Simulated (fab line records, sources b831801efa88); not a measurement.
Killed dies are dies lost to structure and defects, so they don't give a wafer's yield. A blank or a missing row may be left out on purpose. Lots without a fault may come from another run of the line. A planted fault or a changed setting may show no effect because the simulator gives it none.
Tool commonality check | flow sky130 | 14 lots, 42 wafers sampled

WHY IT WAS OPENED
At SKY_VIA1_THK_MEAS_01 the reading VIA1_HDPCVD_THK is flagged on 3 of 14 lots. Wafers without a fault read 1034 nm, standard deviation 10.
Rule: a lot is flagged when every wafer of it that has a number lies more than 4 standard deviations from that mean, or none has a number. The other lots count as sound.

lot  | measured     | on            | VIA1_HDPCVD_THK (nm), wafer by wafer | flag
L806 | day 32 18:33 | film_metro-04 | 1017 1004 1020                       |
L807 | day 33 02:52 | film_metro-01 | 1025 1030 1033                       |
L808 | day 33 08:50 | film_metro-01 | 1016 1028 1031                       |
L812 | day 35 09:35 | film_metro-02 | 881 879 879                          | FLAGGED
L814 | day 35 23:59 | film_metro-02 | 875 869 866                          | FLAGGED
L815 | day 36 02:43 | film_metro-04 | 1023 1016 1025                       |
L813 | day 36 06:16 | film_metro-01 | 1042 1034 1040                       |
L817 | day 36 14:05 | film_metro-04 | 872 890 891                          | FLAGGED
L820 | day 37 13:09 | film_metro-04 | 1032 1028 1021                       |
L821 | day 37 19:08 | film_metro-04 | 1044 1032 1037                       |
L823 | day 38 11:29 | film_metro-01 | 1036 1026 1026                       |
L825 | day 38 22:52 | film_metro-04 | 1017 1025 1031                       |
L827 | day 39 10:02 | film_metro-04 | 1028 1033 1033                       |
L828 | day 39 18:38 | film_metro-02 | 1031 1029 1046                       |
The numbers of the flagged lots are 878 nm on average: -156 nm against the usual, or -16 standard deviations.

WHICH TOOL RAN EACH LOT
The record holds 4 process steps before the reading, out of a route of 708 steps. In each cell: the tool, then ch and the chambers that the sampled wafers went through, then the start.
lot  | flag    | SKY_CONTACT_CVD_24            | SKY_METAL1_DESCUM_17              | SKY_METAL1_METAL_ETCH_19          | SKY_VIA1_HDPCVD_00
L806 |         | cvd_w-01 ch 0,1, day 31 12:52 | rie_metal-02 ch 0,1, day 32 17:38 | rie_metal-02 ch 0,1, day 32 17:44 | hdpcvd-02 ch 0,2, day 32 18:26
L807 |         | cvd_w-01 ch 0,1, day 31 21:58 | rie_metal-01 ch 1, day 33 01:58   | rie_metal-01 ch 1, day 33 02:04   | hdpcvd-01 ch 0,2, day 33 02:44
L808 |         | cvd_w-02 ch 0,1, day 32 05:02 | rie_metal-01 ch 0,1, day 33 07:56 | rie_metal-01 ch 0,1, day 33 08:02 | hdpcvd-02 ch 0,1,2, day 33 08:43
L812 | FLAGGED | cvd_w-01 ch 1, day 34 05:14   | rie_metal-01 ch 1, day 35 08:41   | rie_metal-01 ch 1, day 35 08:47   | hdpcvd-01 ch 0,1, day 35 09:28
L814 | FLAGGED | cvd_w-01 ch 0, day 34 19:35   | rie_metal-01 ch 0,1, day 35 23:05 | rie_metal-01 ch 0,1, day 35 23:11 | hdpcvd-01 ch 0,1,2, day 35 23:53
L815 |         | cvd_w-02 ch 0,1, day 34 22:53 | rie_metal-04 ch 0,1, day 36 01:49 | rie_metal-04 ch 0,1, day 36 01:55 | hdpcvd-02 ch 0,2, day 36 02:35
L813 |         | cvd_w-01 ch 0,1, day 35 01:36 | rie_metal-02 ch 0,1, day 36 05:23 | rie_metal-02 ch 0,1, day 36 05:29 | hdpcvd-02 ch 1,2, day 36 06:10
L817 | FLAGGED | cvd_w-02 ch 0,1, day 35 10:26 | rie_metal-02 ch 0,1, day 36 13:11 | rie_metal-02 ch 0,1, day 36 13:17 | hdpcvd-01 ch 0,1,2, day 36 13:58
L820 |         | cvd_w-02 ch 0,1, day 36 08:56 | rie_metal-01 ch 0,1, day 37 12:14 | rie_metal-01 ch 0,1, day 37 12:20 | hdpcvd-02 ch 0,2, day 37 13:02
L821 |         | cvd_w-01 ch 0,1, day 36 14:48 | rie_metal-02 ch 0,1, day 37 18:14 | rie_metal-02 ch 0,1, day 37 18:20 | hdpcvd-02 ch 0,1,2, day 37 19:01
L823 |         | cvd_w-02 ch 0,1, day 37 07:53 | rie_metal-02 ch 0,1, day 38 10:35 | rie_metal-02 ch 0,1, day 38 10:41 | hdpcvd-02 ch 1,2, day 38 11:22
L825 |         | cvd_w-01 ch 0,1, day 37 18:40 | rie_metal-02 ch 0,1, day 38 21:58 | rie_metal-02 ch 0,1, day 38 22:05 | hdpcvd-02 ch 0,2, day 38 22:44
L827 |         | cvd_w-02 ch 0, day 38 06:38   | rie_metal-04 ch 0,1, day 39 09:06 | rie_metal-04 ch 0,1, day 39 09:11 | hdpcvd-02 ch 1,2, day 39 09:55
L828 |         | cvd_w-01 ch 0,1, day 38 15:01 | rie_metal-02 ch 0,1, day 39 17:13 | rie_metal-02 ch 0,1, day 39 17:19 | hdpcvd-02 ch 0,1, day 39 18:31
What these steps do:
- SKY_CONTACT_CVD_24: deposits W, target thk 340 nm, time 102.12 s.
- SKY_METAL1_DESCUM_17: chemistry O2, time 8 s.
- SKY_METAL1_METAL_ETCH_19: etches the open film in Cl2/BCl3, stops on SiO2, target depth 360 nm, time 78 s.
- SKY_VIA1_HDPCVD_00: deposits SiO2, target thk 1030 nm, time 171.7 s.
- SKY_VIA1_THK_MEAS_01

FLAGGED OVER TOTAL, TOOL BY TOOL (the gauges that took the reading come last)
step                     | tool          | lots run | flagged | share of the flagged lots | sound lots run after its first flagged lot
SKY_CONTACT_CVD_24       | cvd_w-01      | 8        | 2       | some                      | 4 (L813,L821,L825,L828)
SKY_CONTACT_CVD_24       | cvd_w-02      | 6        | 1       | some                      | 3 (L820,L823,L827)
SKY_METAL1_DESCUM_17     | rie_metal-01  | 5        | 2       | some                      | 1 (L820)
SKY_METAL1_DESCUM_17     | rie_metal-02  | 7        | 1       | some                      | 4 (L821,L823,L825,L828)
SKY_METAL1_DESCUM_17     | rie_metal-04  | 2        | 0       | none                      | -
SKY_METAL1_METAL_ETCH_19 | rie_metal-01  | 5        | 2       | some                      | 1 (L820)
SKY_METAL1_METAL_ETCH_19 | rie_metal-02  | 7        | 1       | some                      | 4 (L821,L823,L825,L828)
SKY_METAL1_METAL_ETCH_19 | rie_metal-04  | 2        | 0       | none                      | -
SKY_VIA1_HDPCVD_00       | hdpcvd-01     | 4        | 3       | all                       | 0
SKY_VIA1_HDPCVD_00       | hdpcvd-02     | 10       | 0       | none                      | -
SKY_VIA1_THK_MEAS_01     | film_metro-01 | 4        | 0       | none                      | -
SKY_VIA1_THK_MEAS_01     | film_metro-02 | 3        | 2       | some                      | 1 (L828)
SKY_VIA1_THK_MEAS_01     | film_metro-04 | 7        | 1       | some                      | 4 (L820,L821,L825,L827)

WHAT THE TABLE ALLOWS
1 row of the table ran every flagged lot: hdpcvd-01 at SKY_VIA1_HDPCVD_00.
- hdpcvd-01 at SKY_VIA1_HDPCVD_00: 3 of its 4 lots flagged. Its last sound lot is L807 (day 33 02:44), its first flagged lot L812 (day 35 09:28): a fault that began between those two fits.
One tool is left: hdpcvd-01 at SKY_VIA1_HDPCVD_00.

WHAT THE SIMULATOR HAD PUT IN
Site profile drift: hdpcvd-01, from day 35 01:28 on, at SKY_VIA1_HDPCVD_00. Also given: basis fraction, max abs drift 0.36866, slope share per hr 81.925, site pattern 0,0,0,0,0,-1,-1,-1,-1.
Lots struck among those shown: L812, L814, L817. The rule above found the same.
